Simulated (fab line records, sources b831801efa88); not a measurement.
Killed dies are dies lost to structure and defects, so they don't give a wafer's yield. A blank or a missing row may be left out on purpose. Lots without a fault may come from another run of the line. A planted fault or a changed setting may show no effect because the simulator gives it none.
fab line records | flow sky130 | part 2 of 2: steps 26 to 35 of 35
record lots=5 wafers=15 last_day=50
route steps=708 shown VIA2@512 METAL3@532 CAPM@537
lots that met no fault: from a run of the same line without faults
start_h: hours from the record's first day to the start of the lot's first wafer shown | wait_h: hours since the lot's step before | " the same as in the row above | L1.1+2: a row that stands for several wafers | - no value, or no start given | * or withheld: withheld | < > ~ a bound
route shown NAME@n: a module of which the file shows steps, and the number in the route of the first | usual: mean/standard deviation of fault-free wafers | same: alike in all rows | chamber/n: place in a boat | sites: the reading at each site | _std_site: their standard deviation | _edge_site: outer sites' mean less inner sites' | radius_mm: how far each site lies from the wafer's centre | mask NAME#n: copy n | behind: the tool/chamber that last shaped the wafer | hold: why the lot was held/for how many hours/how that ended | device: the transistor (n, p or np) that didn't switch | end of line: the same wafers' tests at the end of the route | a step without rows: its recipe alone | killed: dies lost to structure and defects at the first sort, not the wafer's yield | map: a wafer's dies, x killed, . not, _ none there
set.NAME: the setting as run; set.NAME@STEP: as run at that earlier step | model.NAME: the simulator's own value behind a step, which no gauge read
lots at some steps of the route; a table a step, a row a wafer
services: from which hour (start_h, from the record's first day; less than 0 if before it) a tool's chamber was out of use, for how many hours, and why
## steps
# step SKY_CAPM_CVD_00
# recipe material=SiO2 target_thk_nm=15.5 temp_c=400 time_s=withheld rf_w=450
# usual heater_power_w=667/90
# columns lot.wafer tool chamber start_h wait_h heater_power_w
L076.2 pecvd-03 2 878.70 0.0 601
L076.4 " 2 " " 595
L076.5 " 1 " " 657
L079.2 pecvd-02 0 899.87 0.0 524
L079.4 " 0 " " 504
L079.5 " 1 " " 870
L093.2 pecvd-01 1 992.35 0.0 715
L093.4 " 2 " " 569
L093.5 " 0 " " 684
L096.1 pecvd-01 2 1002.15 0.0 541
L096.4 " 1 " " 653
L096.6 " 0 " " 679
L095.3 pecvd-03 2 1003.48 0.0 609
L095.5 " 2 " " 634
L095.6 " 0 " " 738
# step SKY_CAPM_THK_MEAS_01
# recipe reads=SiO2_of_CAPM_CVD_00
# usual CAPM_CVD_00_THK=15.34/0.23
# columns lot.wafer tool chamber start_h wait_h CAPM_CVD_00_THK[nm]
L076.2 film_metro-04 - 878.73 - 15.13
L076.4 " - " " 15.47
L076.5 " - " " 15.43
L079.2 film_metro-04 - 899.90 - 15.51
L079.4 " - " " 15.90
L079.5 " - " " 15.69
L093.2 film_metro-01 - 992.39 - 14.98
L093.4 " - " " 15.29
L093.5 " - " " 15.32
L096.1 film_metro-03 - 1002.17 - 15.18
L096.4 " - " " 15.32
L096.6 " - " " 15.42
L095.3 film_metro-04 - 1003.52 - 15.50
L095.5 " - " " 15.07
L095.6 " - " " 15.27
# step SKY_CAPM_SPUTTER_02
# recipe material=TiN target_thk_nm=200 temp_c=300 power_w=6500 time_s=166.7 chamber_pressure_pa=0.4
# usual throttle_valve_pct=29.9/0.69
# columns lot.wafer tool chamber start_h wait_h throttle_valve_pct
L076.2 pvd_sputter-02 - 878.78 0.0 29.5
L076.4 " - " " 29.9
L076.5 " - " " 29.2
L079.2 pvd_sputter-04 - 899.95 0.0 30.4
L079.4 " - " " 29.5
L079.5 " - " " 30.0
L093.2 pvd_sputter-04 - 992.44 0.0 29.6
L093.4 " - " " 30.0
L093.5 " - " " 30.3
L096.1 pvd_sputter-02 - 1002.23 0.1 28.8
L096.4 " - " " 29.3
L096.6 " - " " 29.2
L095.3 pvd_sputter-04 - 1003.56 0.0 28.5
L095.5 " - " " 29.7
L095.6 " - " " 30.4
# step SKY_CAPM_RS_MEAS_03
# recipe thk_meas_gauge=four-point-probe reads=TiN_of_CAPM_SPUTTER_02
# usual CAPM_TIN_RS=6.92/0.079
# columns lot.wafer tool chamber start_h wait_h CAPM_TIN_RS[ohm/sq]
L076.2 film_metro-01 - 878.91 0.1 6.77
L076.4 " - " " 6.82
L076.5 " - " " 6.85
L079.2 film_metro-03 - 900.08 0.1 6.97
L079.4 " - " " 7.00
L079.5 " - " " 7.05
L093.2 film_metro-04 - 992.57 0.1 6.84
L093.4 " - " " 6.89
L093.5 " - " " 6.86
L096.1 film_metro-04 - 1002.34 0.1 6.76
L096.4 " - " " 6.81
L096.6 " - " " 6.77
L095.3 film_metro-03 - 1003.71 0.1 7.02
L095.5 " - " " 6.97
L095.6 " - " " 7.02
# step SKY_CAPM_THK_MEAS_04
# recipe thk_meas_gauge=xrf reads=TiN_of_CAPM_SPUTTER_02
# usual CAPM_TIN_THK=206.8/2.4
# columns lot.wafer tool chamber start_h wait_h CAPM_TIN_THK[nm]
L076.2 film_metro-01 - 879.02 0.1 211.7
L076.4 " - " " 209.7
L076.5 " - " " 208.5
L079.2 film_metro-03 - 900.19 0.1 204.0
L079.4 " - " " 203.2
L079.5 " - " " 201.3
L093.2 film_metro-04 - 992.68 0.1 209.2
L093.4 " - " " 208.3
L093.5 " - " " 208.3
L096.1 film_metro-04 - 1002.46 0.1 211.7
L096.4 " - " " 211.6
L096.6 " - " " 211.7
L095.3 film_metro-03 - 1003.81 0.1 204.3
L095.5 " - " " 205.6
L095.6 " - " " 204.1
# step SKY_CAPM_DEHYDRATE_05
# recipe temp_c=200 time_s=60
# usual resist_line_temp_C=23.00/0.11
# columns lot.wafer tool chamber start_h wait_h resist_line_temp_C
L076.2 litho_track-02 0 891.29 12.3 23.09
L076.4 " 0 " " 22.91
L076.5 " 0 " " 23.08
L079.2 litho_track-04 0 912.19 12.0 23.12
L079.4 " 0 " " 23.09
L079.5 " 0 " " 23.00
L093.2 litho_track-03 0 1003.41 10.7 22.96
L093.4 " 0 " " 23.00
L093.5 " 0 " " 23.09
L096.1 litho_track-02 0 1013.07 10.6 22.99
L096.4 " 0 " " 23.15
L096.6 " 0 " " 22.88
L095.3 litho_track-02 0 1014.37 10.5 23.26
L095.5 " 0 " " 23.13
L095.6 " 0 " " 23.11
# step SKY_CAPM_HMDS_06
# recipe prime_time_s=60 prime_temp_c=120
# usual resist_line_temp_C=23.01/0.098
# columns lot.wafer tool chamber start_h wait_h resist_line_temp_C
L076.2 litho_track-02 0 891.44 0.1 23.01
L076.4 " 0 " " 22.92
L076.5 " 0 " " 23.07
L079.2 litho_track-04 0 912.34 0.1 23.06
L079.4 " 0 " " 22.85
L079.5 " 0 " " 23.05
L093.2 litho_track-03 0 1003.56 0.1 22.78
L093.4 " 0 " " 23.00
L093.5 " 0 " " 22.80
L096.1 litho_track-02 0 1013.22 0.1 22.96
L096.4 " 0 " " 22.86
L096.6 " 0 " " 23.04
L095.3 litho_track-02 0 1014.52 0.1 22.94
L095.5 " 0 " " 23.12
L095.6 " 0 " " 22.95
# step SKY_CAPM_COAT_07
# recipe resist=NOVOLAK spin_rpm=3000 resist_thk_nm=1140
# usual resist_line_temp_C=23.00/0.11
# columns lot.wafer tool chamber start_h wait_h resist_line_temp_C
L076.2 litho_track-02 0 891.59 0.1 22.97
L076.4 " 0 " " 23.08
L076.5 " 0 " " 22.81
L079.2 litho_track-04 0 912.49 0.1 23.17
L079.4 " 0 " " 23.12
L079.5 " 0 " " 23.08
L093.2 litho_track-03 0 1003.71 0.1 22.78
L093.4 " 0 " " 22.85
L093.5 " 0 " " 22.78
L096.1 litho_track-02 0 1013.37 0.1 23.17
L096.4 " 0 " " 23.06
L096.6 " 0 " " 22.98
L095.3 litho_track-02 0 1014.67 0.1 23.14
L095.5 " 0 " " 23.10
L095.6 " 0 " " 23.12
# step SKY_CAPM_SOFTBAKE_08
# recipe temp_c=90 time_s=60 resist=NOVOLAK
# usual resist_line_temp_C=22.99/0.12
# columns lot.wafer tool chamber start_h wait_h resist_line_temp_C
L076.2 litho_track-02 0 891.74 0.1 23.04
L076.4 " 0 " " 23.02
L076.5 " 0 " " 23.04
L079.2 litho_track-04 0 912.64 0.1 23.07
L079.4 " 0 " " 23.04
L079.5 " 0 " " 22.94
L093.2 litho_track-03 0 1003.86 0.1 23.15
L093.4 " 0 " " 23.28
L093.5 " 0 " " 23.07
L096.1 litho_track-02 0 1013.52 0.1 23.00
L096.4 " 0 " " 23.04
L096.6 " 0 " " 22.94
L095.3 litho_track-02 0 1014.82 0.1 22.91
L095.5 " 0 " " 22.94
L095.6 " 0 " " 22.78
# step SKY_CAPM_EXPOSE_09
# recipe mask_id=CAPM na=0.6 source_shape=conventional sigma_outer=0.6 polarization=unpolarized target_cd_nm=1000 dose_mj=159
# columns lot.wafer tool chamber start_h wait_h mask
L076.2+4+5 iline_stepper-02 0 - - CAPM#0
L079.2+4+5 iline_stepper-01 0 - - CAPM#0
L093.2+4+5 iline_stepper-02 0 - - CAPM#0
L096.1+4+6 iline_stepper-01 0 - - CAPM#0
L095.3+5+6 iline_stepper-02 0 - - CAPM#0
## services
# columns tool chamber start_h hours kind
krf_scanner-02 - 844.46 1.0 pm
cvd_w-01 1 849.63 14.5 repair
pvd_sputter-03 - 849.88 1.2 repair
iline_stepper-02 - 854.33 3.3 repair
rie_diel-02 0 854.46 4.2 repair
krf_scanner-02 - 866.75 1.2 repair
rie_diel-01 3 869.22 12.1 repair
rie_diel-02 3 869.84 14.6 repair
rie_diel-02 0 874.11 9.6 repair
iline_stepper-02 - 874.90 7.4 repair
pvd_sputter-01 - 882.13 3.1 repair
rie_diel-02 0 885.51 1.2 repair
iline_stepper-02 - 892.52 5.9 repair
krf_scanner-02 - 902.78 1.3 pm
cvd_w-01 - 904.00 14.0 pm
krf_scanner-02 - 905.39 0.8 pm
pvd_sputter-01 - 924.90 6.3 repair
pvd_sputter-04 - 935.87 3.5 repair
rie_diel-01 3 939.99 4.2 repair
krf_scanner-02 - 950.36 0.6 repair
cvd_w-01 - 956.11 1.2 repair
rie_diel-02 0 977.53 2.9 repair
pvd_sputter-01 - 996.10 4.9 repair
krf_scanner-02 - 1010.08 1.0 pm
